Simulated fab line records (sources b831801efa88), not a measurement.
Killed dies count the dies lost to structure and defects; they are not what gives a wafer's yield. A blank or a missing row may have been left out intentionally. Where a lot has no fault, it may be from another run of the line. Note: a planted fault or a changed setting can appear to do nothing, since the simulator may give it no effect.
Struck lot and sound lot, side by side    flow sky130    15 steps out of a route of 708
Sound: the wafers L927.2, L927.4, L927.5. Struck: wafer L942.2. (L942.1 of the same lot was not struck and is left out.) The cause comes at the end.
Order at every step that has rows: each side's tool, ch and its chambers, its first start. Under that, the readings that differ: sound wafers    struck wafers    difference of the means    sigmas: that difference in standard deviations of wafers without a fault.
alike: same words and numbers on both sides, and readings whose means sit less than 2 such deviations apart. not compared: any withheld reading, any reading some wafer has no value for, any bound like >300 that may hide the same value, and any number with overlapping values for which the record gives no deviation.
A row with sigmas, a row that says differs or no value, or rows on one side alone: a step with any of these is where the two part. Numbers that don't overlap but have no deviation are shown without sigmas and don't part them. A reading missing from all wafers of one side parts the sides only when that side holds two or more wafers.

first, 3 steps without rows for these wafers: SKY_LI_CONTACT_EXPOSE_09 (exposes mask LICM1, target cd 170 nm); SKY_LI_CONTACT_PEB_10; SKY_LI_CONTACT_DEVELOP_11 (develop time 60 s).
SKY_LI_CONTACT_CD_MEAS_12: the cd target is 170 nm.
  sound on cd-sem-02 at day 29 21:53; struck on cd-sem-02 at day 35 03:25
  alike: cd-nm
SKY_LI_CONTACT_OVL_MEAS_13:
  sound on overlay-01 at day 29 21:59; struck on overlay-01 at day 35 03:32
  alike: LI_CONTACT_OVL
SKY_LI_CONTACT_ETCH_14: etches BARC in N2/H2, stops on SiO2, time 45.9 s, target depth 60 nm.
  sound on rie-diel-03 ch 0,1, day 29 22:01; struck on rie-diel-03 ch 0, day 35 03:34
  alike: chamber-pressure-mTorr, drypump-motor-current-A, oes-product-au, throttle-valve-pct
  not compared: rf-hours-counter-h
SKY_LI_CONTACT_ETCH_15: etches PSG in C4F8/O2/Ar, stops on Si, target depth 600 nm.
  sound on rie-diel-03 ch 0,1, day 29 22:04; struck on rie-diel-03 ch 0, day 35 03:37
  alike: chamber-pressure-mTorr, oes-product-au
SKY_LI_CONTACT_STRIP_16: strips in O2/N2.
  sound on plasma-asher-04 ch 0,1, day 29 22:09; struck on plasma-asher-02 ch 0, day 35 03:42
reading                         sound                 struck  difference  sigmas
chamber-pressure-mTorr (mTorr)  1495.4 1498.7 1498.6  1502.7  +5.1        +3
oes-product-au (a.u.)           0.378 0.370 0.378     0.387   +0.012      +2
  alike: drypump-motor-current-A, strip-time-to-endpoint-s
  not compared: rf-hours-counter-h
then, 2 steps without rows for these wafers: SKY_LI_CONTACT_CLEAN_17 (cleans in NMP, time 600 s); SKY_LI_CONTACT_PRE_CLEAN_18 (time 5.6 s).
SKY_LI_CONTACT_SPUTTER_19: material Ti, target thk 20 nm, time 106.37 s.
  sound on pvd-sputter-03 at day 29 22:26; struck on pvd-sputter-02 at day 35 04:00
  alike: chamber-pressure-pa, substrate-temp-c, throttle-valve-pct
SKY_LI_CONTACT_SPUTTER_20: material TiN, target thk 20 nm, time 80 s.
  sound on pvd-sputter-03 at day 29 22:31; struck on pvd-sputter-02 at day 35 04:04
  alike: chamber-pressure-pa, throttle-valve-pct
SKY_LI_CONTACT_CVD_21: deposits W, target thk 400 nm, time 120.56 s.
  sound on cvd-w-02 ch 1, day 29 22:35; struck on cvd-w-01 ch 0, day 35 04:08
reading                                   sound              struck  difference  sigmas
model.W_of_LI_CONTACT_CVD_21.thk-nm (nm)  394.2 388.9 391.6  420.3   +28.7       
  alike: heater-power-w
  not compared: since-wet-clean-h
SKY_LI_CONTACT_RS_MEAS_22: measurement is done with a four-point probe.
  sound on film-metro-03 at day 29 22:43; struck on film-metro-04 at day 35 04:16
reading                   sound              struck  difference  sigmas
LI_CONTACT_W_RS (ohm/sq)  0.289 0.292 0.291  0.271   -0.020      -5
SKY_PAD_OPEN_PROBE_99:
  the record holds rows for the sound wafers here (prober-02, day 46 09:56) but none for the struck ones

== WHERE THEY PART ==
Last at SKY_PAD_OPEN_PROBE_99 as far as this record goes, first at SKY_LI_CONTACT_STRIP_16.

WHY: the cause the simulator had injected
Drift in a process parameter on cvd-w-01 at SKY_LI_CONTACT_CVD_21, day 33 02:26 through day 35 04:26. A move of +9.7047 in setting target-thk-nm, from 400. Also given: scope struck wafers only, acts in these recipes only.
